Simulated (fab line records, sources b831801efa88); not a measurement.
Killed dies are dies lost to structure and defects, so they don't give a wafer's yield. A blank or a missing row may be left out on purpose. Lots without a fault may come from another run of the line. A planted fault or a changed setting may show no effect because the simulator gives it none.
A struck lot beside a sound one | flow sky130 | 17 steps out of a route of 708
Sound: wafers L874.1, L874.5, L874.6. Struck: wafers L880.1, L880.2, L880.5. The cause comes at the end.
At each step with rows: each side's tool, then ch and its chambers, then its first start. Under that, the readings that differ: sound wafers | struck wafers | difference of the means | sigmas: that difference in standard deviations of wafers without a fault.
alike: readings whose means differ by less than 2 such deviations, and words and numbers that are the same on both sides. not compared: withheld readings, readings that some wafer has no value for, bounds like >300 that may hide the same value, and numbers for which the record gives no deviation and whose values overlap.
The two part at a step that has a row with sigmas, a row that says differs or no value, or rows on one side only. Numbers that don't overlap but have no deviation are shown without sigmas and don't part them. A reading that every wafer of one side lacks parts them only if that side has two wafers or more.

SKY_VT_ADJUST_HVTR_OVL_MEAS_08:
  sound on overlay-02, day 9 17:25; struck on overlay-02, day 11 14:05
  alike: VT_ADJUST_HVTR_OVL
then, 1 step without rows for these wafers: SKY_VT_ADJUST_HVTR_IMPLANT_09.
SKY_VT_ADJUST_HVTR_STRIP_10: strips in O2/N2.
  sound on plasma_asher-03 ch 0,1, day 9 17:36; struck on plasma_asher-04 ch 0,1, day 11 14:16
  alike: drypump_motor_current_A, n2_flow_sccm, oes_product_au, strip_time_to_endpoint_s
  not compared: rf_hours_counter_h
SKY_VT_ADJUST_HVTR_TW_MEAS_11:
  sound on film_metro-04, day 9 17:42; struck on film_metro-03, day 11 14:22
  alike: VT_ADJUST_HVTR_TW
then, 7 steps without rows for these wafers: SKY_VT_ADJUST_PCH_DEHYDRATE_00 (time 60 s); SKY_VT_ADJUST_PCH_HMDS_01 (prime time 60 s); SKY_VT_ADJUST_PCH_COAT_02 (resist thk 3000 nm); SKY_VT_ADJUST_PCH_SOFTBAKE_03; SKY_VT_ADJUST_PCH_EXPOSE_04 (exposes mask NWM, target cd 840 nm); SKY_VT_ADJUST_PCH_PEB_05; SKY_VT_ADJUST_PCH_DEVELOP_06 (develop time 60 s).
SKY_VT_ADJUST_PCH_OVL_MEAS_07:
  sound on overlay-01, day 10 15:59; struck on overlay-02, day 12 14:20
  alike: VT_ADJUST_PCH_OVL
SKY_VT_ADJUST_PCH_IMPLANT_08:
  sound on implanter-01 ch 0, day 10 16:01; struck on implanter-03 ch 0, day 12 14:22
  reading            | sound                         | struck                        | difference | sigmas
  dose_ions_cm2      | 4.997e+11 4.995e+11 5.011e+11 | 3.974e+11 3.972e+11 3.974e+11 | -1.028e+11 | -99 or more
  faraday_current_uA | 2.81 2.76 2.76                | 2.24 2.30 2.19                | -0.53      | -10
  alike: end_station_pressure_torr
SKY_VT_ADJUST_PCH_STRIP_09: strips in O2/N2.
  sound on plasma_asher-01 ch 0,1, day 10 16:10; struck on plasma_asher-02 ch 0,1, day 12 14:31
  alike: drypump_motor_current_A, n2_flow_sccm, oes_product_au, strip_time_to_endpoint_s
  not compared: rf_hours_counter_h
SKY_VT_ADJUST_PCH_TW_MEAS_10:
  sound on film_metro-02, day 10 16:16; struck on film_metro-04, day 12 14:37
  reading          | sound             | struck            | difference | sigmas
  VT_ADJUST_PCH_TW | 142.3 142.7 142.6 | 135.8 135.3 134.8 | -7.2       | -11
then, 1 step without rows for these wafers: SKY_SONOS_TUNNEL_DEHYDRATE_00 (time 60 s).
-- the record jumps here: 35 days lie between the struck wafers' starts before and after (it left off in module SONOS_TUNNEL and takes up again in module PAD_OPEN, whose first step shown is number 708 of the route) --
SKY_PAD_OPEN_PROBE_99:
  sound on prober-01, day 46 05:53; struck on prober-01, day 47 16:12
  reading                                   | sound                   | struck                  | difference | sigmas
  model.etest.pfet_g5v0d10v5.vt_sat_v (V)   | -0.6236 -0.6058 -0.6384 | -0.7263 -0.6952 -0.7412 | -0.0983    |
  model.etest.pfet_16v.vt_v (V)             | -1.078 -1.076 -1.091    | -1.163 -1.164 -1.155    | -0.079     |
  model.etest.pfet_g5v0d10v5.vt_v (V)       | -0.8145 -0.8036 -0.8329 | -0.9016 -0.87 -0.9144   | -0.0783    |
  model.etest.pfet_g5v0d10v5.vt_long_v (V)  | -0.9124 -0.9047 -0.9274 | -0.9803 -0.9818 -0.9795 | -0.0657    |
  model.etest.pfet_01v8_lvt.vt_sat_v (V)    | -0.4405 -0.4335 -0.4382 | -0.4804 -0.485 -0.4845  | -0.0459    |
  model.etest.pfet_01v8_lvt.vt_v (V)        | -0.5269 -0.5229 -0.5291 | -0.5641 -0.5696 -0.5689 | -0.0412    |
  model.etest.pfet_01v8_lvt.vt_long_v (V)   | -0.6416 -0.6455 -0.6483 | -0.6764 -0.681 -0.679   | -0.0337    |
  model.etest.pfet_01v8_lvt.body_rise_v (V) | -0.2057 -0.2044 -0.2053 | -0.2028 -0.1983 -0.2002 | +0.0047    |
  alike: killed_at_M0_to_M3, killed_at_M4_up, killed_at_contacts, killed_at_front_end, killed_at_other, killed_dies, killed_open, killed_short

WHERE THEY PART
First at SKY_VT_ADJUST_PCH_IMPLANT_08; last, within this record, at SKY_VT_ADJUST_PCH_TW_MEAS_10. Later steps at which nothing parts them and some readings are alike: SKY_PAD_OPEN_PROBE_99.

WHY: what the simulator had put in
Process parameter drift: implanter-03, from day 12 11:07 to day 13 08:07, at SKY_VT_ADJUST_PCH_IMPLANT_08. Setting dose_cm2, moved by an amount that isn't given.
